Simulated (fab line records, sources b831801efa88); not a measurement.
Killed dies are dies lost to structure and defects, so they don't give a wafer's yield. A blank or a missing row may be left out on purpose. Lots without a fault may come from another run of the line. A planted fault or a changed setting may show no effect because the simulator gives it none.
fab line records | flow gf180mcu
record lots=15 wafers=45 last_day=34
route steps=602 shown M1@330 V1@336 M2@365
lots that met no fault: from a run of the same line without faults
start_h: hours from the record's first day to the start of the lot's first wafer shown | wait_h: hours since the lot's step before | " the same as in the row above | L1.1+2: a row that stands for several wafers | - no value, or no start given | * or withheld: withheld | < > ~ a bound
route shown NAME@n: a module of which the file shows steps, and the number in the route of the first | usual: mean/standard deviation of fault-free wafers | same: alike in all rows | chamber/n: place in a boat | sites: the reading at each site | _std_site: their standard deviation | _edge_site: outer sites' mean less inner sites' | radius_mm: how far each site lies from the wafer's centre | mask NAME#n: copy n | behind: the tool/chamber that last shaped the wafer | hold: why the lot was held/for how many hours/how that ended | device: the transistor (n, p or np) that didn't switch | end of line: the same wafers' tests at the end of the route | a step without rows: its recipe alone | killed: dies lost to structure and defects at the first sort, not the wafer's yield | map: a wafer's dies, x killed, . not, _ none there
set.NAME: the setting as run; set.NAME@STEP: as run at that earlier step | model.NAME: the simulator's own value behind a step, which no gauge read
steps of the route over a sample of lots; a table a step, a row a wafer
services: from which hour (start_h, from the record's first day; less than 0 if before it) a tool's chamber was out of use, for how many hours, and why
## steps
# step GF_M1_OVL_MEAS_15
# usual M1_OVL=4/5.7
# columns lot.wafer tool chamber start_h wait_h M1_OVL[nm]
L388.1 overlay-01 - 383.64 0.1 7
L388.5 " - " " 3
L388.6 " - " " 2
L389.1 overlay-01 - 393.64 0.1 17
L389.3 " - " " 12
L389.4 " - " " 15
L391.2 overlay-01 - 416.24 0.1 4
L391.4 " - " " 9
L391.6 " - " " 4
L393.1 overlay-02 - 432.19 0.1 7
L393.2 " - " " 5
L393.3 " - " " 6
L396.3 overlay-01 - 466.15 0.1 5
L396.5 " - " " 6
L396.6 " - " " 2
L397.2 overlay-02 - 470.24 0.1 -5
L397.4 " - " " 3
L397.6 " - " " 0
L398.1 overlay-02 - 479.24 0.1 10
L398.3 " - " " 8
L398.4 " - " " 4
L399.1 overlay-01 - 490.61 0.1 8
L399.5 " - " " 4
L399.6 " - " " 3
L401.1 overlay-02 - 510.89 0.1 -3
L401.3 " - " " -3
L401.5 " - " " 4
L402.2 overlay-01 - 513.74 0.1 -3
L402.3 " - " " -2
L402.4 " - " " -2
L403.2 overlay-02 - 522.64 0.1 -4
L403.3 " - " " 9
L403.4 " - " " 7
L404.1 overlay-02 - 531.43 0.1 6
L404.2 " - " " 0
L404.5 " - " " 0
L405.2 overlay-02 - 534.69 0.1 5
L405.3 " - " " 4
L405.5 " - " " 9
L408.1 overlay-01 - 559.01 0.1 2
L408.2 " - " " 3
L408.3 " - " " 4
L411.2 overlay-01 - 579.34 0.1 6
L411.4 " - " " 11
L411.6 " - " " 11
# step GF_V1_THK_MEAS_01
# recipe reads=SiO2_of_V1_CVD_00
# usual V1_CVD_00_THK=600/5.4
# columns lot.wafer tool chamber start_h wait_h V1_CVD_00_THK[nm]
L388.1 film_metro-02 - 384.41 0.0 608
L388.5 " - " " 606
L388.6 " - " " 610
L389.1 film_metro-01 - 394.41 0.0 609
L389.3 " - " " 601
L389.4 " - " " 600
L391.2 film_metro-02 - 417.03 0.0 607
L391.4 " - " " 606
L391.6 " - " " 604
L393.1 film_metro-04 - 433.00 0.0 596
L393.2 " - " " 604
L393.3 " - " " 603
L396.3 film_metro-02 - 466.93 0.1 600
L396.5 " - " " 601
L396.6 " - " " 593
L397.2 film_metro-02 - 471.02 0.0 605
L397.4 " - " " 606
L397.6 " - " " 597
L398.1 film_metro-01 - 480.01 0.0 592
L398.3 " - " " 585
L398.4 " - " " 594
L399.1 film_metro-04 - 491.56 0.1 599
L399.5 " - " " 594
L399.6 " - " " 597
L401.1 film_metro-01 - 511.73 0.0 595
L401.3 " - " " 603
L401.5 " - " " 603
L402.2 film_metro-02 - 514.55 0.0 602
L402.3 " - " " 595
L402.4 " - " " 590
L403.2 film_metro-04 - 523.42 0.0 603
L403.3 " - " " 603
L403.4 " - " " 602
L404.1 film_metro-02 - 532.21 0.0 600
L404.2 " - " " 605
L404.5 " - " " 597
L405.2 film_metro-01 - 535.47 0.0 603
L405.3 " - " " 602
L405.5 " - " " 590
L408.1 film_metro-02 - 559.91 0.0 596
L408.2 " - " " 601
L408.3 " - " " 583
L411.2 film_metro-01 - 580.11 0.0 600
L411.4 " - " " 595
L411.6 " - " " 609
# step GF_M2_SPUTTER_03
# recipe material=Ti target_thk_nm=10 substrate_temp_c=300 chamber_pressure_pa=0.3 power_w=3000 time_s=6.7
# usual throttle_valve_pct=29.3/0.83
# columns lot.wafer tool chamber start_h wait_h throttle_valve_pct
L388.1 pvd_sputter-03 - 410.17 0.0 28.8
L388.5 " - " " 29.2
L388.6 " - " " 30.6
L389.1 pvd_sputter-03 - 419.57 0.0 28.8
L389.3 " - " " 31.1
L389.4 " - " " 28.8
L391.2 pvd_sputter-03 - 442.42 0.0 28.7
L391.4 " - " " 31.0
L391.6 " - " " 28.0
L393.1 pvd_sputter-03 - 459.74 0.0 28.6
L393.2 " - " " 29.0
L393.3 " - " " 28.2
L396.3 pvd_sputter-03 - 492.76 0.0 28.0
L396.5 " - " " 28.9
L396.6 " - " " 28.3
L397.2 pvd_sputter-02 - 496.78 0.0 28.5
L397.4 " - " " 30.0
L397.6 " - " " 28.5
L398.1 pvd_sputter-02 - 505.95 0.0 28.6
L398.3 " - " " 29.9
L398.4 " - " " 28.8
L399.1 pvd_sputter-03 - 517.61 0.0 31.0
L399.5 " - " " 28.6
L399.6 " - " " 29.2
L401.1 pvd_sputter-04 - 536.56 0.0 29.0
L401.3 " - " " 29.4
L401.5 " - " " 29.4
L402.2 pvd_sputter-03 - 539.57 0.0 29.0
L402.3 " - " " 30.6
L402.4 " - " " 28.9
L403.2 pvd_sputter-04 - 548.27 0.0 30.3
L403.3 " - " " 29.4
L403.4 " - " " 29.1
L404.1 pvd_sputter-02 - 557.08 0.0 30.3
L404.2 " - " " 28.6
L404.5 " - " " 28.6
L405.2 pvd_sputter-04 - 560.22 0.0 28.9
L405.3 " - " " 29.3
L405.5 " - " " 30.3
L408.1 pvd_sputter-02 - 584.02 0.0 30.3
L408.2 " - " " 28.4
L408.3 " - " " 30.5
L411.2 pvd_sputter-04 - 603.51 0.0 28.8
L411.4 " - " " 29.3
L411.6 " - " " 30.2
# step GF_M2_PEB_12
# recipe peb_temp_c=135 peb_time_s=90 resist=KrF
# usual chill_plate_temp_C=23.01/0.12 exhaust_pa=45.0/0.83
# columns lot.wafer tool chamber start_h wait_h chill_plate_temp_C exhaust_pa
L388.1 litho_track-03 0 432.84 - 23.22 43.1
L388.5 " 0 " " 22.88 42.4
L388.6 " 0 " " 22.95 44.1
L389.1 litho_track-03 0 442.94 - 23.07 45.0
L389.3 " 0 " " 23.17 45.9
L389.4 " 0 " " 22.98 45.2
L391.2 litho_track-04 0 466.35 - 23.13 45.4
L391.4 " 0 " " 23.11 45.7
L391.6 " 0 " " 23.01 46.3
L393.1 litho_track-04 0 483.37 - 22.87 45.3
L393.2 " 0 " " 22.89 45.6
L393.3 " 0 " " 22.89 45.3
L396.3 litho_track-04 0 515.83 - 22.99 45.0
L396.5 " 0 " " 22.99 45.0
L396.6 " 0 " " 23.09 45.7
L397.2 litho_track-02 0 519.78 - 22.96 45.9
L397.4 " 0 " " 22.86 45.0
L397.6 " 0 " " 23.01 44.9
L398.1 litho_track-04 0 528.92 - 22.72 45.6
L398.3 " 0 " " 22.89 45.5
L398.4 " 0 " " 22.81 45.5
L399.1 litho_track-03 0 540.09 - 22.71 43.3
L399.5 " 0 " " 22.84 44.7
L399.6 " 0 " " 22.94 44.5
L401.1 litho_track-04 0 558.62 - 22.80 44.0
L401.3 " 0 " " 22.86 44.4
L401.5 " 0 " " 23.07 44.1
L402.2 litho_track-02 0 560.83 - 23.02 46.7
L402.3 " 0 " " 23.05 45.7
L402.4 " 0 " " 22.91 45.6
L403.2 litho_track-02 - 569.68 - - -
L403.3 " - " " - -
L403.4 " - " " - -
L404.1 litho_track-04 - 577.87 - - -
L404.2 " - " " - -
L404.5 " - " " - -
L405.2 litho_track-02 - 581.33 - - -
L405.3 " - " " - -
L405.5 " - " " - -
L408.1 litho_track-03 0 605.14 - 23.24 45.4
L408.2 " 0 " " 23.18 45.1
L408.3 " 0 " " 23.18 45.1
L411.2 litho_track-02 0 623.73 - 23.13 44.7
L411.4 " 0 " " 23.00 44.8
L411.6 " 0 " " 23.10 45.6
## services
# columns tool chamber start_h hours kind
pvd_sputter-03 - 498.31 9.0 repair
pvd_sputter-04 - 525.69 0.6 repair
pvd_sputter-03 - 543.99 0.9 repair
pvd_sputter-04 - 564.66 2.9 repair
pvd_sputter-03 - 582.79 2.5 repair
pvd_sputter-02 - 592.74 3.1 repair
## key
first_sign step=GF_M2_PEB_12 reading=tool_record direction=missing
effect none on later readings
met_at GF_M2_PEB_12
struck_lots L403,L404,L405
later_rows_left_out L403.2,L403.3,L403.4,L404.1,L404.2,L404.5,L405.2,L405.3,L405.5
sort_left_out L403.2,L403.3,L403.4,L404.1,L404.2,L404.5,L405.2,L405.3,L405.5
not_acting_at GF_M1_OVL_MEAS_15,GF_V1_THK_MEAS_01,GF_M2_SPUTTER_03
onset_between 560.83 569.68
fault kind=skipped_step_whole tool=litho_track-02,litho_track-04 chamber=- onset_h=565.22 steps=GF_M2_PEB_12 scope=struck_lots_only
# sort_left_out: the simulated sort isn't trusted on such a fault, so these wafers' sort isn't shown, and their yield isn't known
# later_rows_left_out: the simulator's readings of these wafers behind a module that went badly wrong aren't trusted and aren't shown, but for the sort
